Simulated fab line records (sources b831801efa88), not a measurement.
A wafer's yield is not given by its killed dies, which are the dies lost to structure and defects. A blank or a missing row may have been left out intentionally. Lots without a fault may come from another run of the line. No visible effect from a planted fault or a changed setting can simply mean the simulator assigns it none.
fab line records + flow gf180mcu
[record]
- lots = 6
- wafers = 18
- last-day = 34
route steps=602 shown M5@539 V5@540 PASSIVATION@602
lots untouched by any fault: they come from a run of this same line in which no faults occurred
start-h: the number of hours between the record's first day and the start of the first shown wafer of the lot + wait-h: time in hours since the lot's previous step + " as in the row above + L1.1+2: a row that stands for several wafers + - value missing, or start not given + * or withheld: withheld + < > ~ a bound
route shown NAME@n: names a module that has steps shown in the file, with the first one's number in the route + usual: mean and standard deviation over wafers with no fault + same: alike in all rows + chamber/n: place in a boat + sites: per-site readings + _std_site: standard deviation of those values + _edge_site: mean of outer sites minus mean of inner sites + radius-mm: how far each site lies from the wafer's centre + mask NAME#n: copy n + behind: tool/chamber where the wafer was last shaped + hold: why the lot went on hold/how many hours it stayed there/how the hold came to an end + device: which transistor (n, p or np) failed to switch + end of line: at the end of the route, the tests of the same wafers + a step without rows: its recipe alone + killed: at the first sort, the dies lost to defects and structure; wafer yield is something else + map: shows each die of a wafer: x if killed, . if not, _ if none is there
set.NAME: the run value of the setting; set.NAME@STEP: its run value at that earlier step + model.NAME: the simulator's own value behind a step, which no gauge read
a table for each step, a row for each wafer; lots at some steps of the route
services: the hour from which a tool's chamber was out of use, counted from the record's first day as start-h (under 0 if before that day), plus the number of hours and why
[[steps]]
[step GF_M5_CLEAN_13]
[recipe]
- chemistry = DIW
- dry = n2-spin
[step GF_V5_CVD_00]
[recipe]
- material = SiO2
- target-thk-nm = 300
- sigma-open-frac = 0.3
- temp-c = 400
- time-s = 50
- sih4-flow-sccm = 60
- pressure-mtorr = 6
[step GF_V5_THK_MEAS_01]
[recipe]
- reads = SiO2_of_V5_CVD_00
[usual]
- V5_CVD_00_THK = 300/3.9
| lot.wafer | tool          | chamber | start-h | wait-h | V5_CVD_00_THK[nm] |
|-----------|---------------|---------|---------|--------|-------------------|
| L853.2    | film-metro-02 | -       | 664.66  | 0.0    | 295               |
| L853.3    | "             | -       | "       | "      | 294               |
| L853.5    | "             | -       | "       | "      | 295               |
| L854.1    | film-metro-02 | -       | 678.21  | 0.0    | 307               |
| L854.3    | "             | -       | "       | "      | 310               |
| L854.4    | "             | -       | "       | "      | 309               |
| L862.1    | film-metro-01 | -       | 729.38  | 0.0    | 297               |
| L862.4    | "             | -       | "       | "      | 299               |
| L862.6    | "             | -       | "       | "      | 301               |
| L864.1    | film-metro-02 | -       | 738.56  | 0.0    | 301               |
| L864.4    | "             | -       | "       | "      | 299               |
| L864.5    | "             | -       | "       | "      | 297               |
| L865.2    | film-metro-02 | -       | 740.39  | 0.0    | 302               |
| L865.5    | "             | -       | "       | "      | 297               |
| L865.6    | "             | -       | "       | "      | 305               |
| L866.2    | film-metro-04 | -       | 751.76  | 0.0    | 303               |
| L866.3    | "             | -       | "       | "      | 303               |
| L866.6    | "             | -       | "       | "      | 303               |
[step GF_V5_CVD_02]
[recipe]
- material = SiO2
- target-thk-nm = 1450
- precursor = TEOS
- temp-c = 400
- time-s = 163.28
- rf-w = 617.3
[usual]
- heater-power-w = 705/140
- rf-fwd-power-W = 614.7/1.7
| lot.wafer | tool     | chamber | start-h | wait-h | heater-power-w | rf-fwd-power-W | since-wet-clean-h |
|-----------|----------|---------|---------|--------|----------------|----------------|-------------------|
| L853.2    | pecvd-01 | 0       | 664.71  | 0.0    | 768            | 613.4          | 490               |
| L853.3    | "        | 2       | "       | "      | 941            | 613.5          | -                 |
| L853.5    | "        | 0       | "       | "      | 708            | 612.8          | -                 |
| L854.1    | pecvd-03 | 1       | 678.27  | 0.1    | 911            | 616.2          | 712               |
| L854.3    | "        | 2       | "       | "      | 575            | 617.2          | -                 |
| L854.4    | "        | 1       | "       | "      | 1025           | 614.2          | -                 |
| L862.1    | pecvd-04 | 2       | 729.44  | 0.1    | 660            | 615.7          | 347               |
| L862.4    | "        | 0       | "       | "      | 554            | 615.8          | -                 |
| L862.6    | "        | 2       | "       | "      | 757            | 615.9          | -                 |
| L864.1    | pecvd-01 | 0       | 738.62  | 0.1    | 746            | 618.2          | 564               |
| L864.4    | "        | 2       | "       | "      | 886            | 612.4          | -                 |
| L864.5    | "        | 0       | "       | "      | 843            | 614.8          | -                 |
| L865.2    | pecvd-03 | 0       | 740.44  | 0.0    | 530            | 617.6          | 774               |
| L865.5    | "        | 1       | "       | "      | 976            | 615.0          | -                 |
| L865.6    | "        | 0       | "       | "      | 587            | 616.4          | -                 |
| L866.2    | pecvd-03 | 2       | 751.81  | 0.0    | 583            | 613.9          | 785               |
| L866.3    | "        | 1       | "       | "      | 1031           | 610.2          | 785               |
| L866.6    | "        | 0       | "       | "      | 505            | 613.6          | -                 |
[step GF_V5_THK_MEAS_03]
[recipe]
- reads = SiO2_of_V5_CVD_02
[usual]
- V5_CVD_02_THK = 1460/19
| lot.wafer | tool          | chamber | start-h | wait-h | V5_CVD_02_THK[nm] |
|-----------|---------------|---------|---------|--------|-------------------|
| L853.2    | film-metro-02 | -       | 664.88  | 0.1    | 1442              |
| L853.3    | "             | -       | "       | "      | 1468              |
| L853.5    | "             | -       | "       | "      | 1457              |
| L854.1    | film-metro-04 | -       | 678.43  | 0.1    | 1439              |
| L854.3    | "             | -       | "       | "      | 1471              |
| L854.4    | "             | -       | "       | "      | 1465              |
| L862.1    | film-metro-02 | -       | 729.55  | 0.1    | 1445              |
| L862.4    | "             | -       | "       | "      | 1474              |
| L862.6    | "             | -       | "       | "      | 1479              |
| L864.1    | film-metro-02 | -       | 738.72  | 0.1    | 1462              |
| L864.4    | "             | -       | "       | "      | 1468              |
| L864.5    | "             | -       | "       | "      | 1476              |
| L865.2    | film-metro-02 | -       | 740.56  | 0.1    | 1471              |
| L865.5    | "             | -       | "       | "      | 1467              |
| L865.6    | "             | -       | "       | "      | 1479              |
| L866.2    | film-metro-01 | -       | 751.92  | 0.1    | 1470              |
| L866.3    | "             | -       | "       | "      | 1445              |
| L866.6    | "             | -       | "       | "      | 1498              |
[step GF_V5_CMP_04]
[recipe]
- material = SiO2
- down-force-psi = 4
- platen-rpm = 60
- pad-velocity-m-s = 0.94248
[usual]
- head-pressure-psi = 3.999/0.0079
- motor-current-A = 12.5/1.2
| lot.wafer | tool   | chamber | start-h | wait-h | head-pressure-psi | motor-current-A |
|-----------|--------|---------|---------|--------|-------------------|-----------------|
| L853.2    | cmp-01 | 1       | 664.93  | 0.0    | 3.989             | 11.3            |
| L853.3    | "      | 3       | "       | "      | 4.006             | 12.9            |
| L853.5    | "      | 1       | "       | "      | 3.984             | 11.4            |
| L854.1    | cmp-02 | 2       | 678.54  | 0.1    | 3.998             | 13.2            |
| L854.3    | "      | 3       | "       | "      | 4.002             | 14.3            |
| L854.4    | "      | 0       | "       | "      | 4.006             | 13.4            |
| L862.1    | cmp-02 | 0       | 729.61  | 0.1    | 3.988             | 12.9            |
| L862.4    | "      | 2       | "       | "      | 3.990             | 14.4            |
| L862.6    | "      | 1       | "       | "      | 3.999             | 12.8            |
| L864.1    | cmp-01 | 2       | 738.78  | 0.1    | 3.991             | 11.3            |
| L864.4    | "      | 1       | "       | "      | 3.997             | 11.6            |
| L864.5    | "      | 2       | "       | "      | 3.983             | 11.0            |
| L865.2    | cmp-02 | 1       | 740.76  | 0.2    | 4.006             | 12.8            |
| L865.5    | "      | 2       | "       | "      | 4.004             | 13.9            |
| L865.6    | "      | 3       | "       | "      | 3.985             | 14.2            |
| L866.2    | cmp-01 | 0       | 752.04  | 0.1    | 4.005             | 11.0            |
| L866.3    | "      | 1       | "       | "      | 4.001             | 11.5            |
| L866.6    | "      | 3       | "       | "      | 4.004             | 13.1            |
[step GF_V5_BOW_MEAS_05]
[recipe]
- mode = bow
[usual]
- V5_BOW = 132/11
| lot.wafer | tool          | chamber | start-h | wait-h | V5_BOW[um] |
|-----------|---------------|---------|---------|--------|------------|
| L853.2    | film-metro-02 | -       | 665.25  | 0.3    | 141        |
| L853.3    | "             | -       | "       | "      | 134        |
| L853.5    | "             | -       | "       | "      | 139        |
| L854.1    | film-metro-02 | -       | 678.79  | 0.2    | 139        |
| L854.3    | "             | -       | "       | "      | 129        |
| L854.4    | "             | -       | "       | "      | 145        |
| L862.1    | film-metro-04 | -       | 729.91  | 0.3    | 129        |
| L862.4    | "             | -       | "       | "      | 135        |
| L862.6    | "             | -       | "       | "      | 135        |
| L864.1    | film-metro-02 | -       | 739.08  | 0.2    | 153        |
| L864.4    | "             | -       | "       | "      | 147        |
| L864.5    | "             | -       | "       | "      | 149        |
| L865.2    | film-metro-01 | -       | 740.93  | 0.1    | 120        |
| L865.5    | "             | -       | "       | "      | 119        |
| L865.6    | "             | -       | "       | "      | 117        |
| L866.2    | film-metro-04 | -       | 752.42  | 0.3    | 118        |
| L866.3    | "             | -       | "       | "      | 122        |
| L866.6    | "             | -       | "       | "      | 115        |
[step GF_V5_DEHYDRATE_06]
[recipe]
- temp-c = 200
- time-s = 60
[step GF_V5_HMDS_07]
[recipe]
- prime-time-s = 60
- prime-temp-c = 120
[step GF_V5_COAT_08]
[recipe]
- resist = BARC
- temp-c = withheld
- time-s = withheld
- spin-rpm = withheld
- resist-thk-nm = withheld
[step GF_V5_COAT_09]
[recipe]
- resist = KrF
- spin-rpm = withheld
- resist-thk-nm = 1000
[step GF_V5_SOFTBAKE_10]
[recipe]
- temp-c = 128.7
- time-s = 60
- resist = KrF
[step GF_V5_EXPOSE_11]
[recipe]
- mask-id = Via5
- target-cd-nm = 260
- na = 0.68
- source-shape = conventional
- sigma-outer = 0.6
- dose-mj = 38
[usual]
- exposure-dose-mJ-cm2 = 38.86/0.033
- focus-offset-nm = 0.0/0.49
- stage-vel-mm-s = 500.01/0.25
| lot.wafer | tool           | chamber | start-h | wait-h | mask   | exposure-dose-mJ-cm2 | focus-offset-nm | stage-vel-mm-s |
|-----------|----------------|---------|---------|--------|--------|----------------------|-----------------|----------------|
| L853.2    | krf-scanner-02 | 0       | 675.05  | -      | Via5#0 | 38.82                | 0.3             | 499.91         |
| L853.3    | "              | 0       | "       | "      | Via5#0 | 38.88                | 0.0             | 500.25         |
| L853.5    | "              | 0       | "       | "      | Via5#0 | 38.91                | -0.6            | 500.00         |
| L854.1    | krf-scanner-01 | 0       | 687.78  | -      | Via5#0 | 38.87                | -0.6            | 499.72         |
| L854.3    | "              | 0       | "       | "      | Via5#0 | 38.81                | 0.3             | 500.09         |
| L854.4    | "              | 0       | "       | "      | Via5#0 | 38.86                | 0.1             | 499.85         |
| L862.1    | krf-scanner-02 | 0       | 738.46  | -      | Via5#0 | 38.90                | 0.2             | 500.08         |
| L862.4    | "              | 0       | "       | "      | Via5#0 | 38.81                | 0.5             | 500.29         |
| L862.6    | "              | 0       | "       | "      | Via5#0 | 38.84                | -0.2            | 499.96         |
| L864.1    | krf-scanner-01 | 0       | 747.38  | -      | Via5#0 | 48.61                | 0.0             | 499.75         |
| L864.4    | "              | 0       | "       | "      | Via5#0 | 48.59                | 0.8             | 499.77         |
| L864.5    | "              | 0       | "       | "      | Via5#0 | 48.60                | 0.0             | 499.81         |
| L865.2    | krf-scanner-01 | 0       | 750.03  | -      | Via5#0 | 48.49                | -0.2            | 499.88         |
| L865.5    | "              | 0       | "       | "      | Via5#0 | 48.57                | -0.3            | 500.08         |
| L865.6    | "              | 0       | "       | "      | Via5#0 | 48.55                | -0.1            | 499.99         |
| L866.2    | krf-scanner-02 | 0       | 760.77  | -      | Via5#0 | 38.87                | 0.0             | 500.09         |
| L866.3    | "              | 0       | "       | "      | Via5#0 | 38.85                | 0.5             | 500.28         |
| L866.6    | "              | 0       | "       | "      | Via5#0 | 38.82                | -0.3            | 500.05         |
[step GF_V5_PEB_12]
[recipe]
- peb-temp-c = 135
- peb-time-s = 90
- resist = KrF
[step GF_V5_DEVELOP_13]
[recipe]
- develop-time-s = 60
- resist = KrF
- dev-temp-c = 21
[step GF_V5_CD_MEAS_14]
[recipe]
- target-cd-nm = 260
[usual]
- cd-nm = 260.0/1.2
| lot.wafer | tool      | chamber | start-h | wait-h | cd-nm |
|-----------|-----------|---------|---------|--------|-------|
| L853.2    | cd-sem-01 | -       | 684.68  | 0.1    | 260.4 |
| L853.3    | "         | -       | "       | "      | 260.1 |
| L853.5    | "         | -       | "       | "      | 259.8 |
| L854.1    | cd-sem-02 | -       | 697.03  | 0.1    | 258.7 |
| L854.3    | "         | -       | "       | "      | 258.9 |
| L854.4    | "         | -       | "       | "      | 259.2 |
| L862.1    | cd-sem-02 | -       | 746.63  | 0.1    | 257.8 |
| L862.4    | "         | -       | "       | "      | 258.7 |
| L862.6    | "         | -       | "       | "      | 259.1 |
| L864.1    | cd-sem-01 | -       | 756.00  | 0.1    | 294.2 |
| L864.4    | "         | -       | "       | "      | 294.2 |
| L864.5    | "         | -       | "       | "      | 294.9 |
| L865.2    | cd-sem-01 | -       | 758.10  | 0.1    | 293.1 |
| L865.5    | "         | -       | "       | "      | 293.1 |
| L865.6    | "         | -       | "       | "      | 293.3 |
| L866.2    | cd-sem-01 | -       | 769.00  | 0.1    | 261.5 |
| L866.3    | "         | -       | "       | "      | 260.4 |
| L866.6    | "         | -       | "       | "      | 261.4 |
[step GF_V5_OVL_MEAS_15]
[usual]
- V5_OVL = 1/4.7
| lot.wafer | tool       | chamber | start-h | wait-h | V5_OVL[nm] |
|-----------|------------|---------|---------|--------|------------|
| L853.2    | overlay-02 | -       | 684.79  | 0.1    | -1         |
| L853.3    | "          | -       | "       | "      | 1          |
| L853.5    | "          | -       | "       | "      | 0          |
| L854.1    | overlay-02 | -       | 697.15  | 0.1    | -3         |
| L854.3    | "          | -       | "       | "      | -2         |
| L854.4    | "          | -       | "       | "      | 0          |
| L862.1    | overlay-01 | -       | 746.75  | 0.1    | 8          |
| L862.4    | "          | -       | "       | "      | -3         |
| L862.6    | "          | -       | "       | "      | 5          |
| L864.1    | overlay-02 | -       | 756.12  | 0.1    | -7         |
| L864.4    | "          | -       | "       | "      | -3         |
| L864.5    | "          | -       | "       | "      | -1         |
| L865.2    | overlay-02 | -       | 758.20  | 0.1    | -2         |
| L865.5    | "          | -       | "       | "      | 4          |
| L865.6    | "          | -       | "       | "      | 0          |
| L866.2    | overlay-02 | -       | 769.10  | 0.1    | -2         |
| L866.3    | "          | -       | "       | "      | 5          |
| L866.6    | "          | -       | "       | "      | 4          |
[step GF_V5_ETCH_16]
[recipe]
- chemistry = N2/H2
- target-depth-a = withheld
- overetch-a = withheld
- time-s = withheld
- target = BARC
- ion-energy-ev = 200
- source-w = 500
- bias-w = 100
- pressure-mtorr = 30
- n2-flow-sccm = 100
- h2-flow-sccm = 200
[usual]
- drypump-motor-current-A = 5.7/0.45
- oes-product-au = 0.854/0.0042
- rf-fwd-power-W = 494.8/2.4
- throttle-valve-pct = 13.225/0.0087
| lot.wafer | tool        | chamber | start-h | wait-h | drypump-motor-current-A | oes-product-au | rf-fwd-power-W | throttle-valve-pct | model.V5.cd-nm |
|-----------|-------------|---------|---------|--------|-------------------------|----------------|----------------|--------------------|----------------|
| L853.2    | rie-diel-03 | 0       | 684.82  | 0.0    | 6.1                     | 0.852          | 501.3          | 13.225             | 259.7          |
| L853.3    | "           | 2       | "       | "      | 5.9                     | 0.855          | 494.3          | 13.226             | 259.7          |
| L853.5    | "           | 3       | "       | "      | 5.4                     | 0.850          | 493.9          | 13.231             | 258.6          |
| L854.1    | rie-diel-01 | 2       | 697.18  | 0.0    | 6.5                     | 0.858          | 494.9          | 13.230             | 258.1          |
| L854.3    | "           | 1       | "       | "      | 5.9                     | 0.855          | 488.7          | 13.236             | 257.5          |
| L854.4    | "           | 3       | "       | "      | 5.6                     | 0.857          | 493.2          | 13.231             | 259.3          |
| L862.1    | rie-diel-02 | 0       | 746.78  | 0.0    | 5.3                     | 0.850          | 493.8          | 13.218             | 257.1          |
| L862.4    | "           | 3       | "       | "      | 5.0                     | 0.850          | 495.9          | 13.241             | 259.5          |
| L862.6    | "           | 2       | "       | "      | 6.3                     | 0.850          | 494.8          | 13.226             | 258.7          |
| L864.1    | rie-diel-01 | 0       | 756.15  | 0.0    | 5.0                     | 0.851          | 496.4          | 13.239             | 294.6          |
| L864.4    | "           | 2       | "       | "      | 6.5                     | 0.852          | 491.4          | 13.230             | 294.9          |
| L864.5    | "           | 3       | "       | "      | 5.6                     | 0.853          | 493.8          | 13.225             | 295.7          |
| L865.2    | rie-diel-01 | 2       | 758.23  | 0.0    | 6.5                     | 0.846          | 494.1          | 13.234             | 292.9          |
| L865.5    | "           | 2       | "       | "      | 6.5                     | 0.851          | 496.6          | 13.227             | 293.7          |
| L865.6    | "           | 1       | "       | "      | 6.0                     | 0.856          | 491.5          | 13.226             | 293.2          |
| L866.2    | rie-diel-01 | 1       | 769.13  | 0.0    | 5.9                     | 0.854          | 487.7          | 13.219             | 262.2          |
| L866.3    | "           | 0       | "       | "      | 5.1                     | 0.857          | 497.4          | 13.218             | 261.2          |
| L866.6    | "           | 2       | "       | "      | 6.5                     | 0.854          | 496.0          | 13.222             | 261.2          |
[step GF_V5_ETCH_17]
[recipe]
- chemistry = C4F8/O2/Ar
- mask-material = KrF
- target = SiO2
- stop-on = TiN
- source-w = 1500
- bias-w = 1200
- pressure-mtorr = 40
- c4f8-flow-sccm = withheld
- O2_flow_sccm = 6
- Ar_flow_sccm = 300
- time-s = withheld
- target-depth-a = 8550
[usual]
- oes-product-au = 0.859/0.0045
- rf-fwd-power-W = 1494/4.9
| lot.wafer | tool        | chamber | start-h | wait-h | oes-product-au | rf-fwd-power-W | model.V5.cd-nm |
|-----------|-------------|---------|---------|--------|----------------|----------------|----------------|
| L853.2    | rie-diel-03 | 0       | -       | -      | 0.871          | 1503           | 258.5          |
| L853.3    | "           | 2       | "       | "      | 0.860          | 1500           | 259.9          |
| L853.5    | "           | 3       | "       | "      | 0.867          | 1493           | 259.1          |
| L854.1    | rie-diel-01 | 2       | -       | -      | 0.862          | 1489           | 258.1          |
| L854.3    | "           | 1       | "       | "      | 0.859          | 1494           | 257            |
| L854.4    | "           | 3       | "       | "      | 0.860          | 1497           | 259.6          |
| L862.1    | rie-diel-02 | 0       | -       | -      | 0.864          | 1490           | 257.8          |
| L862.4    | "           | 3       | "       | "      | 0.866          | 1496           | 259.6          |
| L862.6    | "           | 2       | "       | "      | 0.866          | 1491           | 258.4          |
| L864.1    | rie-diel-01 | 0       | -       | -      | 0.863          | 1486           | 294            |
| L864.4    | "           | 2       | "       | "      | 0.863          | 1486           | 295.6          |
| L864.5    | "           | 3       | "       | "      | 0.863          | 1493           | 296.6          |
| L865.2    | rie-diel-01 | 2       | -       | -      | 0.859          | 1491           | 292.9          |
| L865.5    | "           | 2       | "       | "      | 0.861          | 1491           | 293.8          |
| L865.6    | "           | 1       | "       | "      | 0.868          | 1489           | 293.1          |
| L866.2    | rie-diel-01 | 1       | -       | -      | 0.861          | 1497           | 262            |
| L866.3    | "           | 0       | "       | "      | 0.865          | 1501           | 260.7          |
| L866.6    | "           | 2       | "       | "      | 0.854          | 1492           | 262.1          |
[step GF_V5_STRIP_18]
[recipe]
- chemistry = O2/N2
- power-w = 1400
- pressure-mtorr = 1500
- platen-temp-c = 250
- o2-flow-sccm = 3000
- n2-flow-sccm = 300
- overash-fraction = 0.5
[usual]
- drypump-motor-current-A = 5.5/0.35
- heater-power-w = 351/47
- oes-product-au = 0.569/0.0057
| lot.wafer | tool            | chamber | start-h | wait-h | drypump-motor-current-A | heater-power-w | oes-product-au | rf-hours-counter-h |
|-----------|-----------------|---------|---------|--------|-------------------------|----------------|----------------|--------------------|
| L853.2    | plasma-asher-04 | 0       | 684.97  | -      | 5.9                     | 311            | 0.557          | 114                |
| L853.3    | "               | 0       | "       | "      | 5.9                     | 323            | 0.569          | -                  |
| L853.5    | "               | 1       | "       | "      | 5.0                     | 310            | 0.572          | -                  |
| L854.1    | plasma-asher-04 | 1       | 697.34  | -      | 5.0                     | 305            | 0.567          | 115                |
| L854.3    | "               | 0       | "       | "      | 5.9                     | 315            | 0.577          | -                  |
| L854.4    | "               | 1       | "       | "      | 4.9                     | 314            | 0.564          | -                  |
| L862.1    | plasma-asher-03 | 1       | 746.94  | -      | 5.5                     | 379            | 0.564          | 100                |
| L862.4    | "               | 1       | "       | "      | 5.5                     | 365            | 0.576          | -                  |
| L862.6    | "               | 1       | "       | "      | 5.5                     | 374            | 0.564          | -                  |
| L864.1    | plasma-asher-02 | 0       | 756.31  | -      | 5.5                     | 398            | 0.568          | 58                 |
| L864.4    | "               | 1       | "       | "      | 5.6                     | 415            | 0.572          | -                  |
| L864.5    | "               | 0       | "       | "      | 5.5                     | 397            | 0.561          | -                  |
| L865.2    | plasma-asher-04 | 1       | 758.39  | -      | 4.9                     | 309            | 0.572          | 2                  |
| L865.5    | "               | 0       | "       | "      | 5.9                     | 305            | 0.563          | -                  |
| L865.6    | "               | 1       | "       | "      | 4.9                     | 306            | 0.576          | -                  |
| L866.2    | plasma-asher-02 | 1       | 769.29  | -      | 5.6                     | 436            | 0.566          | 59                 |
| L866.3    | "               | 0       | "       | "      | 5.5                     | 393            | 0.557          | -                  |
| L866.6    | "               | 0       | "       | "      | 5.5                     | 400            | 0.569          | -                  |
[step GF_PASSIVATION_PROBE_99]
| lot.wafer | tool      | chamber | start-h | wait-h | model.etest.via5-chain.rc-ohm |
|-----------|-----------|---------|---------|--------|-------------------------------|
| L853.2    | prober-01 | -       | 725.79  | 0.1    | 6.921                         |
| L853.3    | prober-01 | -       | 725.84  | 0.2    | 6.964                         |
| L853.5    | prober-01 | -       | 725.94  | 0.2    | 7.033                         |
| L854.1    | prober-01 | -       | 737.39  | 0.1    | 7.147                         |
| L854.3    | prober-01 | -       | 737.49  | 0.2    | 6.974                         |
| L854.4    | prober-01 | -       | 737.54  | 0.2    | 6.942                         |
| L862.1    | prober-01 | -       | 783.79  | 0.1    | 7.119                         |
| L862.4    | prober-01 | -       | 783.94  | 0.2    | 6.729                         |
| L862.6    | prober-01 | -       | 784.04  | 0.2    | 7.059                         |
| L864.1    | prober-01 | -       | 793.59  | 0.1    | 5.428                         |
| L864.4    | prober-01 | -       | 793.74  | 0.2    | 5.163                         |
| L864.5    | prober-01 | -       | 793.79  | 0.2    | 5.397                         |
| L865.2    | prober-02 | -       | 794.64  | 0.1    | 5.335                         |
| L865.5    | prober-02 | -       | 794.79  | 0.2    | 5.554                         |
| L865.6    | prober-02 | -       | 794.84  | 0.2    | 5.46                          |
| L866.2    | prober-01 | -       | 805.59  | 0.1    | 6.813                         |
| L866.3    | prober-01 | -       | 805.64  | 0.2    | 6.524                         |
| L866.6    | prober-01 | -       | 805.79  | 0.2    | 6.812                         |
// killed by level:class
L853.2 CONTACT:geometric-particle:open=4 V2:geometric-particle:open=4 V3:geometric-particle:open=4 SALICIDE:geometric-particle:open=3 STI:geometric-particle:open=2 POLY_GATE:geometric-particle:short=2 M1:geometric-particle:short=2 V1:geometric-particle:open=2
L853.3 STI:geometric-particle:short=6 V2:geometric-particle:open=5 M3:geometric-particle:short=4 V5:geometric-particle:open=4 M2:geometric-particle:short=3 CONTACT:geometric-particle:open=3 V1:geometric-particle:open=3 V3:geometric-particle:open=3
L853.5 STI:geometric-particle:open=7 V2:geometric-particle:open=6 CONTACT:geometric-particle:open=5 STI:geometric-particle:short=3 M5:geometric-particle:short=3 V4:geometric-particle:open=3 POLY_GATE:geometric-particle:open=2 V5:geometric-particle:short=2
L854.1 V2:geometric-particle:open=5 V4:geometric-particle:open=5 CONTACT:geometric-particle:open=4 V1:geometric-particle:open=4 V2:geometric-particle:short=4 STI:geometric-particle:open=3 POLY_GATE:geometric-particle:short=3 V3:geometric-particle:short=3
L854.3 V3:geometric-particle:open=5 V2:geometric-particle:open=4 V4:geometric-particle:open=4 STI:geometric-particle:open=3 STI:geometric-particle:short=3 CONTACT:geometric-particle:open=2 M2:geometric-particle:short=2 V3:geometric-particle:short=2
L854.4 STI:geometric-particle:short=4 CONTACT:geometric-particle:open=4 V3:geometric-particle:open=4 STI:geometric-particle:open=3 V5:geometric-particle:open=3 M4:geometric-particle:short=3 POLY_GATE:geometric-particle:short=2 M1:geometric-particle:short=2
L862.1 V1:geometric-particle:open=6 V5:geometric-particle:open=5 V3:geometric-particle:open=4 V4:geometric-particle:open=4 V2:geometric-particle:open=3 V4:geometric-particle:short=3 V5:geometric-particle:short=3 STI:geometric-particle:short=2
L862.4 CONTACT:geometric-particle:open=11 V2:geometric-particle:open=8 V3:geometric-particle:open=7 V1:geometric-particle:open=6 STI:geometric-particle:short=5 STI:geometric-particle:open=4 M3:geometric-particle:short=3 CONTACT:geometric-particle:short=3
L862.6 STI:geometric-particle:open=7 V1:geometric-particle:open=6 CONTACT:geometric-particle:short=5 M2:geometric-particle:short=5 V3:geometric-particle:open=5 CONTACT:geometric-particle:open=4 V5:geometric-particle:open=4 V2:geometric-particle:open=4
L866.2 CONTACT:geometric-particle:short=5 M3:geometric-particle:short=4 STI:geometric-particle:short=3 CONTACT:geometric-particle:open=3 V1:geometric-particle:open=3 V2:geometric-particle:open=3 V3:geometric-particle:open=3 M4:geometric-particle:short=3
L866.3 V5:geometric-particle:open=7 STI:geometric-particle:short=5 V2:geometric-particle:open=5 V3:geometric-particle:open=5 V4:geometric-particle:open=5 V1:geometric-particle:short=4 V1:geometric-particle:open=4 CONTACT:geometric-particle:short=2
L866.6 V2:geometric-particle:open=5 V3:geometric-particle:open=5 STI:geometric-particle:open=4 POLY_GATE:geometric-particle:open=4 V1:geometric-particle:open=4 CONTACT:geometric-particle:open=2 M1:geometric-particle:short=2 V5:geometric-particle:open=2
[[services]]
| tool            | chamber | start-h | hours | kind       |
|-----------------|---------|---------|-------|------------|
| krf-scanner-02  | -       | 649.58  | 0.8   | pm         |
| plasma-asher-04 | -       | 651.06  | 3.7   | repair     |
| plasma-asher-03 | -       | 662.27  | 5.9   | repair     |
| pecvd-03        | 0       | 662.97  | 17.0  | repair     |
| pecvd-01        | 1       | 663.47  | 5.2   | repair     |
| krf-scanner-02  | -       | 679.90  | 1.3   | pm         |
| krf-scanner-02  | -       | 684.54  | 4.4   | pm         |
| cmp-01          | -       | 690.61  | 1.9   | repair     |
| pecvd-01        | 1       | 707.27  | 16.0  | repair     |
| krf-scanner-01  | -       | 709.55  | 3.6   | pm         |
| pecvd-03        | -       | 713.25  | 1.7   | repair     |
| rie-diel-02     | 0       | 715.58  | 7.3   | repair     |
| rie-diel-03     | 2       | 717.65  | 32.0  | repair     |
| rie-diel-03     | 3       | 721.30  | 4.1   | repair     |
| cmp-01          | -       | 722.79  | 13.1  | pm         |
| plasma-asher-04 | -       | 733.75  | 9.0   | pm         |
| plasma-asher-04 | 0       | 733.75  | 9.0   | vent-cycle |
| plasma-asher-04 | 1       | 733.75  | 9.0   | vent-cycle |
| cmp-01          | -       | 744.00  | 4.0   | pm         |
| cmp-01          | -       | 744.42  | 4.8   | repair     |
| cmp-02          | -       | 751.30  | 6.4   | pm         |
| pecvd-03        | 1       | 752.73  | 3.7   | repair     |
| krf-scanner-01  | -       | 762.19  | 1.0   | pm         |
| krf-scanner-02  | -       | 762.51  | 2.6   | repair     |
[[key]]
[first-sign]
- step = GF_V5_EXPOSE_11
- reading = exposure-dose-mJ-cm2
- direction = up
- sigmas = 99+
- usual = 38.86
- struck = 48.57
[effect]
- step = GF_V5_CD_MEAS_14
- reading = cd-nm
- direction = up
- sigmas = 29
- usual = 260.0
- struck = 293.8
[model-effect]
- step = GF_V5_ETCH_16
- value = V5.cd-nm
- without = 260.1
- struck = 294.2
[model-effect]
- step = GF_V5_ETCH_17
- value = V5.cd-nm
- without = 260.3
- struck = 294.3
[model-effect]
- step = GF_PASSIVATION_PROBE_99
- value = etest.via5-chain.rc-ohm
- without = 6.817
- struck = 5.389
met-at GF_V5_EXPOSE_11
struck-wafers L864.1,L864.4,L864.5,L865.2,L865.5,L865.6
sort-left-out L864.1,L864.4,L864.5,L865.2,L865.5,L865.6
onset-between 687.78 747.38
[fault]
- kind = process-parameter-drift
- tool = krf-scanner-01
- chamber = -
- onset-h = 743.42
- steps = GF_V5_EXPOSE_11
- channel = dose-mj
- offset = 9.7089
- shape = step
- acts-in = these-recipes-only
- stated = 38
// sort-left-out: the simulated sort isn't trusted on such a fault, so these wafers' sort isn't shown, and their yield isn't known
